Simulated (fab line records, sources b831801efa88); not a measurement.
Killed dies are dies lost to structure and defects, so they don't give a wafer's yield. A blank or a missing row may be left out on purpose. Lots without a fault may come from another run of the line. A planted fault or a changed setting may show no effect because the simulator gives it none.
Which tool did it? | flow gf180mcu | 10 lots, 30 wafers sampled, at 5 steps of a route of 602

WHAT THE GAUGES READ, wafer by wafer
GF_M3_RS_MEAS_05: measures by four-point-probe.
lot  | measured     | on            | M3_ALCU_RS (ohm/sq)
L573 | day 20 23:51 | film_metro-01 | 0.0688 0.0692 0.0693
L575 | day 21 15:55 | film_metro-02 | 0.0700 0.0709 0.0704
L580 | day 23 08:46 | film_metro-03 | 0.0738 0.0701 0.0702
L589 | day 26 07:08 | film_metro-02 | 0.0698 0.0690 0.0698
L590 | day 26 11:58 | film_metro-01 | 0.0692 0.0680 0.0689
L591 | day 26 22:01 | film_metro-03 | 0.0695 0.0698 0.0700
L592 | day 27 07:28 | film_metro-01 | 0.0702 0.0704 0.0706
L593 | day 27 14:33 | film_metro-01 | 0.0697 0.0696 0.0700
L594 | day 27 21:43 | film_metro-01 | 0.0701 0.0695 0.0699
L595 | day 27 22:18 | film_metro-03 | 0.0684 0.0688 0.0693

GF_M3_THK_MEAS_06: measures by xrf.
lot  | measured     | on            | M3_ALCU_THK (nm)
L573 | day 20 23:58 | film_metro-01 | 456 457 455
L575 | day 21 16:02 | film_metro-02 | 449 445 447
L580 | day 23 08:52 | film_metro-03 | 427 451 451
L589 | day 26 07:16 | film_metro-02 | 452 458 450
L590 | day 26 12:04 | film_metro-01 | 457 465 457
L591 | day 26 22:07 | film_metro-03 | 453 455 453
L592 | day 27 07:35 | film_metro-01 | 448 447 446
L593 | day 27 14:40 | film_metro-01 | 452 454 452
L594 | day 27 21:49 | film_metro-01 | 450 454 449
L595 | day 27 22:25 | film_metro-03 | 460 459 454

GF_M3_OVL_MEAS_15.
lot  | measured     | on         | M3_OVL (nm)
L573 | day 21 23:29 | overlay-01 | -8 -2 -4
L575 | day 22 15:29 | overlay-01 | -11 2 -8
L580 | day 24 06:53 | overlay-02 | 2 -2 -2
L589 | day 27 03:59 | overlay-02 | -12 -5 -5
L590 | day 27 07:49 | overlay-01 | 10 6 3
L591 | day 27 18:10 | overlay-01 | -18 -13 -11
L592 | day 28 03:05 | overlay-02 | -5 2 -1
L593 | day 28 10:39 | overlay-02 | 8 2 0
L594 | day 28 16:37 | overlay-02 | -5 1 -3
L595 | day 28 18:04 | overlay-02 | -1 0 2

WHICH TOOL RAN EACH LOT (tool, then ch and the chambers of the sampled wafers, then the start)
lot  | GF_M3_SPUTTER_01             | GF_M3_SPUTTER_02
L573 | pvd_sputter-03, day 20 23:44 | pvd_sputter-03, day 20 23:46
L575 | pvd_sputter-02, day 21 15:47 | pvd_sputter-02, day 21 15:49
L580 | pvd_sputter-02, day 23 08:37 | pvd_sputter-02, day 23 08:39
L589 | pvd_sputter-01, day 26 07:01 | pvd_sputter-01, day 26 07:03
L590 | pvd_sputter-03, day 26 11:49 | pvd_sputter-03, day 26 11:51
L591 | pvd_sputter-02, day 26 21:51 | pvd_sputter-02, day 26 21:53
L592 | pvd_sputter-01, day 27 07:20 | pvd_sputter-01, day 27 07:22
L593 | pvd_sputter-01, day 27 14:25 | pvd_sputter-01, day 27 14:26
L594 | pvd_sputter-02, day 27 21:32 | pvd_sputter-02, day 27 21:35
L595 | pvd_sputter-03, day 27 22:11 | pvd_sputter-03, day 27 22:13
- GF_M3_SPUTTER_01: material TiN, target thk 30 nm, time 25 s.
- GF_M3_SPUTTER_02: material AlCu, target thk 450 nm, time 23.9 s.

WHAT THE TOOLS THEMSELVES READ (means of the sampled wafers that have a number; where no wafer has one, the mark that the record gives instead)
GF_M3_SPUTTER_01.
lot  | tool           | cathode_dc_power_W (W) | throttle_valve_pct (%)
L573 | pvd_sputter-03 | 6499.6                 | 30.1
L575 | pvd_sputter-02 | 6500.4                 | 31.1
L580 | pvd_sputter-02 | 6500.4                 | 30.3
L589 | pvd_sputter-01 | 6499.6                 | 30.2
L590 | pvd_sputter-03 | 6499.5                 | 29.6
L591 | pvd_sputter-02 | 6499.8                 | 31.2
L592 | pvd_sputter-01 | 6499.8                 | 30.8
L593 | pvd_sputter-01 | 6499.9                 | 31.0
L594 | pvd_sputter-02 | 6500.6                 | 30.1
L595 | pvd_sputter-03 | 6500.2                 | 29.4

GF_M3_SPUTTER_02.
lot  | tool           | cathode_dc_power_W (W) | throttle_valve_pct (%)
L573 | pvd_sputter-03 | 10600                  | 29.8
L575 | pvd_sputter-02 | 10601                  | 31.2
L580 | pvd_sputter-02 | 10601                  | 30.2
L589 | pvd_sputter-01 | 10602                  | 30.0
L590 | pvd_sputter-03 | 10600                  | 29.5
L591 | pvd_sputter-02 | 10601                  | 31.0
L592 | pvd_sputter-01 | 10601                  | 30.7
L593 | pvd_sputter-01 | 10600                  | 30.8
L594 | pvd_sputter-02 | 10599                  | 30.3
L595 | pvd_sputter-03 | 10599                  | 29.5

THE ANSWER, worked out from the rows above alone
Rule: what is usual is taken from the lots themselves. Put in order of their means at a reading, lots are off if they are a third of the lots or fewer, leave a main group of 4 or more, and stand apart from it by a gap of 3 or more times the standard deviation of the main group's means; of several such gaps the widest counts. A main group whose means are all the same, to the digits that the tables above print for the reading, isn't used. A lot without any number at a reading at which 4 lots or more have one is off too. The other lots that the step has rows for count as sound. The gauges are gone through in route order, then the tools' own readings, and for those a lot's mean is taken as printed above. The first step at which some lot is off is used, and at that step the reading that is off furthest; a lot without a number counts as furthest.
No lot is off at any reading shown: from this, nothing can be told.

WHAT THE SIMULATOR HAD PUT IN
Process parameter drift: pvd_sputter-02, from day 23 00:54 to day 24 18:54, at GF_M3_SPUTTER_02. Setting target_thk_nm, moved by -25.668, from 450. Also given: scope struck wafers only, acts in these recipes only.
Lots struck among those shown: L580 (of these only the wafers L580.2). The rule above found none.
